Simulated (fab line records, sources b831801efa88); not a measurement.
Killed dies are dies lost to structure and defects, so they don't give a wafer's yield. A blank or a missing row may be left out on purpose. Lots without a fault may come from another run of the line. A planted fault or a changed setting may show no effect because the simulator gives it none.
Tool commonality check | flow gf180mcu | 13 lots, 39 wafers sampled

WHY IT WAS OPENED
At GF_PSD_OVL_MEAS_08 the reading PSD_OVL is flagged on 2 of 13 lots. Wafers without a fault read -0.3 nm, standard deviation 1.4.
Rule: a lot is flagged when every wafer of it that has a number lies more than 4 standard deviations from that mean, or none has a number. The other lots count as sound.

lot  | measured     | on         | PSD_OVL (nm), wafer by wafer | flag
L622 | day 14 00:13 | overlay-01 | -0.7 0.6 -2.2                |
L623 | day 14 12:23 | overlay-01 | 2.5 2.4 1.4                  |
L624 | day 15 00:25 | overlay-02 | -0.1 -0.9 -0.4               |
L625 | day 15 01:28 | overlay-01 | 1.4 -0.9 0.2                 |
L627 | day 15 23:19 | overlay-01 | 0.2 -2.5 0.3                 |
L628 | day 16 11:22 | overlay-01 | -0.5 -0.5 0.6                |
L631 | day 17 10:13 | overlay-02 | -1.0 -0.6 -2.2               |
L632 | day 17 17:47 | overlay-01 | -82.6 -82.8 -84.0            | FLAGGED
L633 | day 18 01:07 | overlay-01 | 0.6 0.0 1.0                  |
L637 | day 19 19:22 | overlay-01 | 1.1 0.9 1.2                  |
L638 | day 20 01:49 | overlay-01 | -86.1 -86.1 -84.1            | FLAGGED
L641 | day 20 21:05 | overlay-01 | -0.2 -2.0 -2.7               |
L644 | day 21 22:35 | overlay-02 | -1.1 0.5 -2.2                |
The numbers of the flagged lots are -84.3 nm on average: -84.0 nm against the usual, or -60 standard deviations.

WHICH TOOL RAN EACH LOT
The record holds 2 process steps before the reading, out of a route of 602 steps. In each cell: the tool, then ch and the chambers that the sampled wafers went through, then the start.
lot  | flag    | GF_POLY_GATE_ETCH_12               | GF_PSD_EXPOSE_04
L622 |         | rie_diel-04 ch 1,2, day 9 01:57    | iline_stepper-02 ch 0, day 13 14:30
L623 |         | rie_diel-01 ch 0,1,2, day 9 11:34  | iline_stepper-02 ch 0, day 14 01:57
L624 |         | rie_diel-01 ch 0,2, day 9 18:49    | iline_stepper-01 ch 0, day 14 13:54
L625 |         | rie_diel-02 ch 1,2, day 9 23:42    | iline_stepper-02 ch 0, day 14 15:43
L627 |         | rie_diel-02 ch 0,2,3, day 10 16:39 | iline_stepper-01 ch 0, day 15 12:40
L628 |         | rie_diel-02 ch 1,2,3, day 11 00:10 | iline_stepper-02 ch 0, day 16 00:19
L631 |         | rie_diel-04 ch 1,2, day 11 20:00   | iline_stepper-02 ch 0, day 16 22:45
L632 | FLAGGED | rie_diel-04 ch 1,2,3, day 12 01:55 | iline_stepper-02 ch 0, day 17 06:16
L633 |         | rie_diel-01 ch 0,2,3, day 12 10:46 | iline_stepper-01 ch 0, day 17 13:35
L637 |         | rie_diel-01 ch 0,1,3, day 13 18:27 | iline_stepper-01 ch 0, day 19 06:56
L638 | FLAGGED | rie_diel-02 ch 0,2, day 14 04:22   | iline_stepper-02 ch 0, day 19 14:20
L641 |         | rie_diel-02 ch 0,1,3, day 14 18:46 | iline_stepper-01 ch 0, day 20 08:53
L644 |         | rie_diel-01 ch 0,1,3, day 15 17:03 | iline_stepper-01 ch 0, day 21 10:17
What these steps do:
- GF_POLY_GATE_ETCH_12: etches BARC in N2/H2.
- GF_PSD_EXPOSE_04: exposes mask Pplus, target cd 400 nm.
- GF_PSD_OVL_MEAS_08

FLAGGED OVER TOTAL, TOOL BY TOOL (the gauges that took the reading come last)
step                 | tool             | lots run | flagged | share of the flagged lots | sound lots run after its first flagged lot
GF_POLY_GATE_ETCH_12 | rie_diel-01      | 5        | 0       | none                      | -
GF_POLY_GATE_ETCH_12 | rie_diel-02      | 5        | 1       | some                      | 1 (L641)
GF_POLY_GATE_ETCH_12 | rie_diel-04      | 3        | 1       | some                      | 0
GF_PSD_EXPOSE_04     | iline_stepper-01 | 6        | 0       | none                      | -
GF_PSD_EXPOSE_04     | iline_stepper-02 | 7        | 2       | all                       | 0
GF_PSD_OVL_MEAS_08   | overlay-01       | 10       | 2       | all                       | 3 (L633,L637,L641)
GF_PSD_OVL_MEAS_08   | overlay-02       | 3        | 0       | none                      | -

WHAT THE TABLE ALLOWS
2 rows of the table ran every flagged lot: iline_stepper-02 at GF_PSD_EXPOSE_04, overlay-01 at GF_PSD_OVL_MEAS_08.
- iline_stepper-02 at GF_PSD_EXPOSE_04: 2 of its 7 lots flagged. Its last sound lot is L631 (day 16 22:45), its first flagged lot L632 (day 17 06:16): a fault that began between those two fits.
- overlay-01 at GF_PSD_OVL_MEAS_08: 2 of its 10 lots flagged. Sound lots ran on it after the first flagged one (L633, L637, L641), which a lasting fault on the whole tool wouldn't allow.
One tool is left: iline_stepper-02 at GF_PSD_EXPOSE_04.

WHAT THE SIMULATOR HAD PUT IN
Scanner matching overlay: iline_stepper-02, from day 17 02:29 on, at GF_PSD_EXPOSE_04. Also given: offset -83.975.
Lots struck among those shown: L632, L638. The rule above found the same.
